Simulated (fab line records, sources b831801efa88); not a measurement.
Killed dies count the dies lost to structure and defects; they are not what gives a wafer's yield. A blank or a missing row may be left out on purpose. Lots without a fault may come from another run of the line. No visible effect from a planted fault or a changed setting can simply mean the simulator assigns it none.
Comparing a struck lot with a sound one / flow gf180mcu / 15 steps out of a route of 602
Sound: these wafers, L506.1, L506.3, L506.5. Struck: wafers L512.4, L512.5, L512.6. The cause is given at the end.
At each step with rows: each side's tool, then ch and its chambers, then its first start. Under that, the readings that differ: sound wafers / struck wafers / difference of the means / sigmas: that difference in standard deviations of wafers without a fault.
alike: same words and numbers on both sides, and readings whose means sit less than 2 such deviations apart. not compared: any withheld reading, any reading some wafer has no value for, any bound like >300 that may hide the same value, and any number with overlapping values for which the record gives no deviation.
A row with sigmas, a row that says differs or no value, or rows on one side alone: a step with any of these is where the two part. Numbers that have no deviation but don't overlap get no sigmas and don't part them. A reading that every wafer of one side lacks parts them only if that side has two wafers or more.

first, 7 steps without rows for these wafers: GF_DUAL_GATE_DEHYDRATE_04 (time 60 s); GF_DUAL_GATE_HMDS_05 (prime time 60 s); GF_DUAL_GATE_COAT_06 (resist thk 1000 nm); GF_DUAL_GATE_SOFTBAKE_07 (time 60 s); GF_DUAL_GATE_EXPOSE_08 (exposes mask Dualgate, target cd 700 nm); GF_DUAL_GATE_PEB_09; GF_DUAL_GATE_DEVELOP_10 (develop time 60 s).
GF_DUAL_GATE_OVL_MEAS_11:
  struck on overlay-02, day 10 09:25; sound on overlay-02, day 8 14:53
  alike: DUAL_GATE_OVL
then, 1 step without rows for these wafers: GF_DUAL_GATE_WET_ETCH_12 (etches SiO2 in dHF, target depth 13 nm, time 260 s).
GF_DUAL_GATE_STRIP_13: strips in O2/N2.
  sound on plasma-asher-01 ch 0,1, day 8 15:01; struck on plasma-asher-01 ch 0,1, day 10 09:33
  alike: drypump-motor-current-A, heater-power-w, oes-product-au, strip-time-to-endpoint-s
  not compared: rf-hours-counter-h
then, 2 steps without rows for these wafers: GF_DUAL_GATE_CLEAN_14 (cleans in SC1/SC2, time 150 s); GF_DUAL_GATE_OXIDATION_15 (stabilise 600 s, purge 300 s, target thk 7.098 nm).
GF_POLY_GATE_CVD_00: deposits poly-Si, target thk 200 nm, time 1200 s.
  sound on lpcvd-02 ch 0, day 8 21:37; struck on lpcvd-01 ch 1, day 10 14:04
reading=zone-power-bottom-pct (%); sound=12.9 13.4 13.0; struck=15.1 14.7 14.8; difference=+1.8; sigmas=+2
GF_POLY_GATE_THK_MEAS_01:
  struck on film-metro-03, day 10 15:39; sound on film-metro-01, day 8 22:57
reading=POLY_GATE_CVD_00_THK (nm); sound=198.2 199.0 199.2; struck=398.0 400.5 397.7; difference=+199.9; sigmas=+99 or more
GF_PASSIVATION_PROBE_99:
  rows exist in the record for the sound wafers here (prober-01, day 29 10:30), none for the struck ones

== WHERE THEY PART ==
Earliest at GF_POLY_GATE_CVD_00; latest, in this record, at GF_PASSIVATION_PROBE_99.

WHY: whatever the simulator had introduced
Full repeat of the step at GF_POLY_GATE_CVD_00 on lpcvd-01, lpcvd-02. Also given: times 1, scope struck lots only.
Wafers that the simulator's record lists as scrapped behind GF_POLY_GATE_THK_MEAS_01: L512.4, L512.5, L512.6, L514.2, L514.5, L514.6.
